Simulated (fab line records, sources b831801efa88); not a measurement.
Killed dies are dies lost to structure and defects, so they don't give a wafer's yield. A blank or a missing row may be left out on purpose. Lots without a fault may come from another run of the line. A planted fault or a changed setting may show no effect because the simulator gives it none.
A struck lot beside a sound one | flow sky130 | 17 steps out of a route of 708
Sound: wafers L556.1, L556.5, L556.6. Struck: wafers L560.3, L560.5, L560.6. The cause comes at the end.
At each step with rows: each side's tool, then ch and its chambers, then its first start. Under that, the readings that differ: sound wafers | struck wafers | difference of the means | sigmas: that difference in standard deviations of wafers without a fault.
alike: readings whose means differ by less than 2 such deviations, and words and numbers that are the same on both sides. not compared: withheld readings, readings that some wafer has no value for, bounds like >300 that may hide the same value, and numbers for which the record gives no deviation and whose values overlap.
The two part at a step that has a row with sigmas, a row that says differs or no value, or rows on one side only. Numbers that don't overlap but have no deviation are shown without sigmas and don't part them. A reading that every wafer of one side lacks parts them only if that side has two wafers or more.

SKY_LDD_HVN_OVL_MEAS_07:
  sound on overlay-01, day 21 02:53; struck on overlay-02, day 23 07:13
  alike: LDD_HVN_OVL
then, 1 step without rows for these wafers: SKY_LDD_HVN_IMPLANT_08.
SKY_LDD_HVN_STRIP_09: strips in O2/N2.
  sound on plasma_asher-04 ch 0,1, day 21 03:05; struck on plasma_asher-04 ch 0,1, day 23 07:25
  alike: drypump_motor_current_A, n2_flow_sccm, oes_product_au, strip_time_to_endpoint_s
  not compared: rf_hours_counter_h
SKY_LDD_HVN_TW_MEAS_10:
  sound on film_metro-01, day 21 03:11; struck on film_metro-02, day 23 07:30
  alike: LDD_HVN_TW
then, 7 steps without rows for these wafers: SKY_LDD_HVP_DEHYDRATE_00 (time 60 s); SKY_LDD_HVP_HMDS_01 (prime time 60 s); SKY_LDD_HVP_COAT_02 (resist thk 300 nm); SKY_LDD_HVP_SOFTBAKE_03 (time 60 s); SKY_LDD_HVP_EXPOSE_04 (exposes mask HVPTM, target cd 700 nm); SKY_LDD_HVP_PEB_05; SKY_LDD_HVP_DEVELOP_06 (develop time 60 s).
SKY_LDD_HVP_OVL_MEAS_07:
  sound on overlay-02, day 22 09:42; struck on overlay-02, day 24 13:31
  alike: LDD_HVP_OVL
SKY_LDD_HVP_IMPLANT_08:
  sound on implanter-04 ch 0, day 22 09:44; struck on implanter-04 ch 0, day 24 13:35
  reading            | sound                            | struck                           | difference  | sigmas
  dose_ions_cm2      | 1.6998e+13 1.6992e+13 1.6956e+13 | 1.5366e+13 1.5405e+13 1.5383e+13 | -1.5973e+12 | -89
  faraday_current_uA | 97.0 92.5 95.5                   | 87.4 88.4 88.1                   | -7.0        | -4
SKY_LDD_HVP_STRIP_09: strips in O2/N2.
  sound on plasma_asher-02 ch 0,1, day 22 09:53; struck on plasma_asher-02 ch 0,1, day 24 13:43
  alike: drypump_motor_current_A, n2_flow_sccm, oes_product_au, strip_time_to_endpoint_s
  not compared: rf_hours_counter_h
SKY_LDD_HVP_TW_MEAS_10:
  sound on film_metro-03, day 22 09:59; struck on film_metro-01, day 24 13:48
  alike: LDD_HVP_TW
then, 1 step without rows for these wafers: SKY_LDD_LDN_DEHYDRATE_00 (time 60 s).
-- the record jumps here: 24 days lie between the struck wafers' starts before and after (it left off in module LDD_LDN and takes up again in module PAD_OPEN, whose first step shown is number 708 of the route) --
SKY_PAD_OPEN_PROBE_99:
  sound on prober-01, day 46 09:55; struck on prober-01, day 48 04:15
  reading                        | sound          | struck         | difference | sigmas
  model.etest.tip_p_5v.rs_ohm_sq | 2823 2830 2831 | 3072 3074 3072 | +245       |
  alike: killed_at_M0_to_M3, killed_at_M4_up, killed_at_contacts, killed_at_front_end, killed_at_other, killed_dies, killed_open, killed_short

WHERE THEY PART
Only at SKY_LDD_HVP_IMPLANT_08, within this record. Later steps at which nothing parts them and some readings are alike: SKY_LDD_HVP_STRIP_09, SKY_LDD_HVP_TW_MEAS_10, SKY_PAD_OPEN_PROBE_99.

WHY: what the simulator had put in
Process parameter drift: implanter-04, from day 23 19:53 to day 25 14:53, at SKY_LDD_HVP_IMPLANT_08. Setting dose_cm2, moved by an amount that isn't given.
